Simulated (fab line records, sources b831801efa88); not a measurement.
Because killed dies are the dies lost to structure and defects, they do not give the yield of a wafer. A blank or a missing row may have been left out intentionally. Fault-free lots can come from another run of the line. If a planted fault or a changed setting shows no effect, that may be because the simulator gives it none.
Matching of chambers -- flow gf180mcu -- GF_V2_CVD_02 on pecvd-04 has 3 sister chambers
The step deposits SiO2 from TEOS, target thk 850 nm, time 94.851 s. 6 wafers are shown with their chamber, then 7 later ones without.

== WAFERS WITH THEIR CHAMBER ==
wafer,chamber,heater power w (W),heater power outer w (W)
L645.1,2,782,504
L645.6,0,664,382
L654.3,0,566,331
L654.5,1,780,486
L655.1,1,720,428
L655.2,2,825,505

== WAFERS WITHOUT THEIR CHAMBER ==
wafer,heater power w (W),heater power outer w (W)
L655.6,600,351
L661.2,541,309
L661.3,783,483
L661.4,626,352
L662.2,630,340
L662.3,664,386
L662.5,648,385

== WHICH CHAMBER EACH WENT THROUGH ==
wafer,from the rows above,in truth
L655.6,0,0
L661.2,0,0
L661.3,can't be placed: 2 or 1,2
L661.4,0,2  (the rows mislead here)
L662.2,0,0
L662.3,can't be placed: 0 or 1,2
L662.5,can't be placed: 0 or 1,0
Correctly placed: 3 of 7. Cannot be placed on the basis of these rows: 3; the candidates contain the true chamber in 2. Wrongly placed: 1.
How it was worked out, from the rows above alone: a wafer's distance from a chamber is the root of the sum, over the readings, of the square of ((its reading less the chamber's mean) divided by the reading's scatter). If the next closest chamber is less than 2 further off than the closest, the wafer can't be placed; otherwise it belongs to the closest. Each chamber's mean is taken over the wafers shown for it. The scatter: the root of (the sum of the squares of (reading less its chamber's mean) over the shown wafers, divided by (wafers less chambers)).
